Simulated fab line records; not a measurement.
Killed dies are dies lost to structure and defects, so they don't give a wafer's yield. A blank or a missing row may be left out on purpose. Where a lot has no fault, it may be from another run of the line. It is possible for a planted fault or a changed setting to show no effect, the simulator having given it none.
Which of the tools did it? | flow sky130 | 33 wafers from 11 lots sampled at 2 of the route's 708 steps

WHAT EACH GAUGE READ, for each wafer
SKY_VT_ADJUST_NCORE_CD_MEAS_07: target cd 380 nm. Usual: cdNm reads 379.7 nm (standard deviation 2.2).
lot  | measured     | on       | cdNm (nm)                           | flag
L345 | day 8 23:34  | cdSem-02 | 381.4 381.9 381.5                   | 
L347 | day 9 11:49  | cdSem-01 | 381.4 381.1 381.4                   | 
L348 | day 9 20:31  | cdSem-01 | 379.2 381.1 378.6                   | 
L349 | day 10 10:43 | cdSem-01 | 380.8 380.7 378.5                   | 
L350 | day 10 15:45 | cdSem-01 | 380.9 379.4 379.2                   | 
L352 | day 11 04:57 | cdSem-02 | 381.2 380.9 377.9                   | 
L353 | day 11 08:51 | cdSem-02 | 382.2 380.4 380.4                   | 
L358 | day 13 06:45 | cdSem-01 | 384.3 383.9 383.5                   | 
L362 | day 14 10:30 | cdSem-02 | 365.6 361.0 362.3 365.3 361.0 362.7 | OFF
L363 | day 14 16:07 | cdSem-01 | 345.7 365.9 362.3 345.7 365.8 362.0 | OFF
L366 | day 15 23:42 | cdSem-01 | 380.5 382.4 381.8                   | 

EACH LOT AND THE TOOL THAT RAN IT (in order: tool; ch and the chambers of the sampled wafers; start)
lot  | SKY_VT_ADJUST_NCORE_EXPOSE_04
L345 | ilineStepper-02 ch 0, day 8 13:12
L347 | ilineStepper-01 ch 0, day 9 01:23
L348 | ilineStepper-02 ch 0, day 9 10:59
L349 | ilineStepper-01 ch 0, day 9 23:19
L350 | ilineStepper-01 ch 0, day 10 04:36
L352 | ilineStepper-01 ch 0, day 10 17:41
L353 | ilineStepper-02 ch 0, day 10 21:04
L358 | ilineStepper-01 ch 0, day 12 18:10
L362 | ilineStepper-01 ch 0, day 13 21:21
L363 | ilineStepper-01 ch 0, day 14 03:15
L366 | ilineStepper-02 ch 0, day 15 10:12
- SKY_VT_ADJUST_NCORE_EXPOSE_04: exposes mask LVTN COMPLEMENT THIN, target cd 380 nm.

AS READ BY THE TOOLS THEMSELVES (means over the sampled wafers that have a number; for cases with no such wafer, the mark the record gives instead)
The record holds no such reading with a usual standard deviation.

THE ANSWER, worked out from the rows above alone
Rule: lot off if the mean of its wafers having a number is beyond 3 standard deviations from the usual mean. Also off: a lot with no number at a reading for which 4 or more lots have one. Any other lot the step has rows for is counted as sound. First the gauges in route order, then the tools' own readings, where a lot's mean is used as printed above. The first step at which some lot is off is used, and at that step the reading that is off furthest; a lot without a number counts as furthest.
Off: L362, L363, at SKY_VT_ADJUST_NCORE_CD_MEAS_07 (cdNm).
If a tool, at a process step before that reading, ran all the lots that are off and no sound lot after the first of them, it fits. Those tools and the gauges at SKY_VT_ADJUST_NCORE_CD_MEAS_07 are tried in the same way. One fits: ilineStepper-01 at SKY_VT_ADJUST_NCORE_EXPOSE_04. A fault onset in the window from L358 (day 12 18:10, its last sound lot) to L362 (day 13 21:21, its first lot off) fits.

WHAT THE SIMULATOR HAD PUT IN
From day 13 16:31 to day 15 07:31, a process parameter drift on ilineStepper-01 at SKY_VT_ADJUST_NCORE_EXPOSE_04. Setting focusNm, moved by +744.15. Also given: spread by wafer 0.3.
Lots struck among those shown: L362, L363. Same finding as the rule above.
